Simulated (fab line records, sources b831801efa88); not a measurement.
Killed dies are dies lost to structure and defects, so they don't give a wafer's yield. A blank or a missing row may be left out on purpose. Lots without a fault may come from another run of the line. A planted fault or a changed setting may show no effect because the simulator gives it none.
One fault seen from 2 desks | flow sky130 | each desk has only its own numbers; what lay behind them comes last

THE METROLOGY DESK
What the gauges read, lot by lot, whatever tool the lot ran on: means of the sampled wafers that have a number. A lot is out of limits, marked OUT, if its mean lies more than 4 standard deviations from the usual mean; the brackets give that distance.
Columns: A = SD_N_RS at SKY_SD_N_RS_MEAS_16, usual 68.61 ohm/sq; B = SD_P_RS at SKY_SD_N_RS_MEAS_17, usual 147.1 ohm/sq; C = RES_XHIGH_RS at SKY_SD_N_RS_MEAS_18, usual 333.6 ohm/sq; D = LI_CONTACT_HDPCVD_THK at SKY_LI_CONTACT_THK_MEAS_01, usual 927 nm
lot  | first seen here | A               | B               | C     | D
L209 | day 28 18:49    | 68.64           | 147.0           | 334.6 | 927
L213 | day 29 21:46    | 68.72           | 148.0           | 334.0 | 912
L214 | day 29 23:36    | 68.71           | 147.2           | 334.6 | 936
L215 | day 30 10:31    | 68.54           | 147.0           | 334.3 | 929
L216 | day 30 15:16    | 68.69           | 147.1           | 331.9 | 938
L217 | day 31 04:33    | 68.80           | 147.6           | 333.8 | 940
L218 | day 31 09:55    | 68.55           | 146.9           | 334.8 | 924
L224 | day 33 02:12    | 72.05 (+29) OUT | 167.3 (+52) OUT | 335.3 | 925
L225 | day 33 16:42    | 72.09 (+29) OUT | 167.0 (+51) OUT | 335.6 | 907
L229 | day 34 12:44    | 68.73           | 147.2           | 332.4 | 931
L231 | day 35 07:42    | 68.66           | 147.0           | 334.3 | 920
This desk's finding: out of limits on L224, L225; first on L224, day 33 02:12 (SD_N_RS at SKY_SD_N_RS_MEAS_16). In limits: L209, L213, L214, L215, L216, L217, L218, L229, L231.

THE TOOL OWNER'S DESK: rtp_anneal-02
The tool's own readings at SKY_SD_N_RTA_14 (time 2 s): means of the sampled wafers that have a number, for each lot that ran on this tool. A lot is out of limits, marked OUT, if its mean lies more than 4 standard deviations from the usual mean; the brackets give that distance.
Columns: A = chamber_o2_ppm at SKY_SD_N_RTA_14, usual 2.003; B = lamp_power_pct at SKY_SD_N_RTA_14, usual 15.73 %; C = ramp_down_c_per_s at SKY_SD_N_RTA_14, usual 90.001; D = ramp_up_c_per_s at SKY_SD_N_RTA_14, usual 149.99; E = wafer_temp_C_max at SKY_SD_N_RTA_14, usual 1078.0
lot  | first seen here | A     | B               | C      | D      | E
L214 | day 29 23:26    | 2.004 | 15.71           | 89.998 | 149.99 | 1079.1
L216 | day 30 15:05    | 2.007 | 15.69           | 90.002 | 149.98 | 1079.3
L218 | day 31 09:44    | 2.006 | 15.79           | 90.017 | 150.00 | 1077.3
L224 | day 33 02:00    | 1.983 | 14.97 (-14) OUT | 90.010 | 149.99 | 1078.5
L225 | day 33 16:32    | 2.033 | 14.97 (-14) OUT | 89.991 | 149.99 | 1078.3
This desk's finding: out of limits on L224, L225; first on L224, day 33 02:00 (lamp_power_pct at SKY_SD_N_RTA_14). In limits: L214, L216, L218.

PUT TOGETHER
The tool owner's desk could have raised an alarm at day 33 02:00, on L224, L225.
The metrology desk could have raised an alarm at day 33 02:12, on L224, L225.
Of the lots named, all ran SKY_SD_N_RTA_14 on rtp_anneal-02.

WHAT THE SIMULATOR HAD PUT IN
Process parameter drift: rtp_anneal-02, from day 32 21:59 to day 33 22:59, at SKY_SD_N_RTA_14. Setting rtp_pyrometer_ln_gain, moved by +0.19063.
Lots struck among those shown: L224, L225.
Hours from the fault's start to each desk's first reading out of limits: the tool owner's desk, 4; the metrology desk, 4.
